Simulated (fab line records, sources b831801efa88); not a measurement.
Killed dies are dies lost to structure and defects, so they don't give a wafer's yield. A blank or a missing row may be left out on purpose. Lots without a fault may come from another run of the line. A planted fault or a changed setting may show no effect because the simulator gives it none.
A struck lot beside a sound one | flow gf180mcu | 16 steps out of a route of 602
Sound: wafers L131.1, L131.3, L131.6. Struck: wafers L146.1, L146.2, L146.3. The cause comes at the end.
At each step with rows: each side's tool, then ch and its chambers, then its first start. Under that, the readings that differ: sound wafers | struck wafers | difference of the means | sigmas: that difference in standard deviations of wafers without a fault.
alike: readings whose means differ by less than 2 such deviations, and words and numbers that are the same on both sides. not compared: withheld readings, readings that some wafer has no value for, bounds like >300 that may hide the same value, and numbers for which the record gives no deviation and whose values overlap.
The two part at a step that has a row with sigmas, a row that says differs or no value, or rows on one side only. Numbers that don't overlap but have no deviation are shown without sigmas and don't part them. A reading that every wafer of one side lacks parts them only if that side has two wafers or more.

first, 6 steps without rows for these wafers: GF_M2_HMDS_08 (prime time 60 s); GF_M2_COAT_09 (resist thk 1000 nm); GF_M2_SOFTBAKE_10 (time 60 s); GF_M2_EXPOSE_11 (exposes mask Metal2, target cd 280 nm); GF_M2_PEB_12 (peb time 90 s); GF_M2_DEVELOP_13 (develop time 60 s).
GF_M2_CD_MEAS_14: target cd 280 nm.
  sound on cd_sem-01, day 21 05:13; struck on cd_sem-02, day 26 06:24
  alike: cd_nm
GF_M2_OVL_MEAS_15:
  sound on overlay-01, day 21 05:20; struck on overlay-01, day 26 06:31
  reading     | sound  | struck     | difference | sigmas
  M2_OVL (nm) | -3 1 5 | -10 -10 -7 | -10        | -2
GF_M2_METAL_ETCH_16: etches the open film in Cl2/BCl3, stops on SiO2, target depth 627.5 nm, time 104.6 s.
  sound on rie_metal-01 ch 0,1, day 21 05:23; struck on rie_metal-04 ch 0,1, day 26 06:33
  alike: chamber_pressure_mTorr, drypump_motor_current_A, oes_product_au, throttle_valve_pct
  not compared: rf_hours_counter_h
GF_M2_STRIP_17: strips in O2/N2.
  sound on plasma_asher-03 ch 0, day 21 05:29; struck on plasma_asher-03 ch 0,1, day 26 06:40
  alike: chamber_pressure_mTorr, drypump_motor_current_A, heater_power_w, oes_product_au, strip_time_to_endpoint_s
  not compared: rf_hours_counter_h
then, 2 steps without rows for these wafers: GF_M2_STRIP_18 (strips in post etch residue remover, time 1200 s); GF_M2_CLEAN_19 (cleans in DIW).
GF_V2_CVD_00: deposits SiO2, target thk 600 nm, time 100 s.
  sound on hdpcvd-01 ch 0,2, day 21 06:02; struck on hdpcvd-01 ch 0,1,2, day 26 07:13
  reading                             | sound             | struck            | difference | sigmas
  sih4_flow_sccm (sccm)               | 60.22 59.88 59.95 | 72.06 71.94 72.05 | +12.00     | +71
  model.SiO2_of_V2_CVD_00.thk_nm (nm) | 598.7 601.4 602.1 | 719 730.6 726.6   | +125       |
GF_V2_THK_MEAS_01:
  sound on film_metro-01, day 21 06:08; struck on film_metro-04, day 26 07:17
  reading            | sound       | struck      | difference | sigmas
  V2_CVD_00_THK (nm) | 599 601 602 | 719 731 726 | +125       | +21
GF_V2_CVD_02: deposits SiO2 from TEOS, target thk 850 nm, time 94.851 s.
  sound on pecvd-01 ch 1,2, day 21 06:11; struck on pecvd-01 ch 0,1,2, day 26 07:20
  alike: heater_power_w
GF_PASSIVATION_PROBE_99:
  the record has rows for the sound wafers here (prober-01, day 30 18:37) and none for the struck ones

WHERE THEY PART
First at GF_M2_OVL_MEAS_15; last, within this record, at GF_PASSIVATION_PROBE_99.

WHY: what the simulator had put in
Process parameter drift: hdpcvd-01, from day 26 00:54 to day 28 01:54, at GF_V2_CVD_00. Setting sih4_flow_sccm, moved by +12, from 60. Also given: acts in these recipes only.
